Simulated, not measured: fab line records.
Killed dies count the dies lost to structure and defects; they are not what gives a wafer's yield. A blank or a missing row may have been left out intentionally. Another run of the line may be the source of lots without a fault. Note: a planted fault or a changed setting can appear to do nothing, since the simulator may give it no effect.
Matching of chambers :: flow sky130 :: 4 sister chambers for SKY_VIA2_ETCH_15 on rie diel-01
The step etches SiO2 in C4F8/O2/Ar, stops on TiN, target depth 546 nm, time 84 s. 4 wafers are shown with their chamber, then 7 later ones without.

WAFERS, EACH WITH ITS CHAMBER
wafer: L755.6
chamber: 3
bias w (W): 1205

wafer: L772.4
chamber: 1
bias w (W): 1202

wafer: L773.2
chamber: 2
bias w (W): 1206

wafer: L773.4
chamber: 0
bias w (W): 1196

WAFERS WHOSE CHAMBER IS MISSING
wafer: L773.6
bias w (W): 1196

wafer: L774.4
bias w (W): 1197

wafer: L774.5
bias w (W): 1196

wafer: L774.6
bias w (W): 1196

wafer: L776.3
bias w (W): 1202

wafer: L776.4
bias w (W): 1201

wafer: L776.5
bias w (W): 1203

CHAMBER TAKEN BY EACH
wafer: L773.6
from the rows above: 0
in truth: 0

wafer: L774.4
from the rows above: 0
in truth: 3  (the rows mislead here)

wafer: L774.5
from the rows above: 0
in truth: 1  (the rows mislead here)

wafer: L774.6
from the rows above: 0
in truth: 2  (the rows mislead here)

wafer: L776.3
from the rows above: 1
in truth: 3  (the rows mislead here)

wafer: L776.4
from the rows above: 1
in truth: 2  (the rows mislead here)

wafer: L776.5
from the rows above: can't be placed: 1 or 3
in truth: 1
Correctly placed: 1 of 7. These rows do not allow placing 1 (true chamber among the candidates in 1). Placed wrongly: 5.
How it was worked out, from the rows above alone: a wafer's distance from a chamber is the root of the sum, over the readings, of the square of ((its reading less the chamber's mean) divided by the reading's scatter). If the next closest chamber is less than 2 further off than the closest, the wafer can't be placed; otherwise it belongs to the closest. Each chamber's mean is taken over the wafers shown for it. The scatter: with one shown wafer a chamber, the root of the mean of the squares of how far each hidden wafer lies from its nearest shown one.
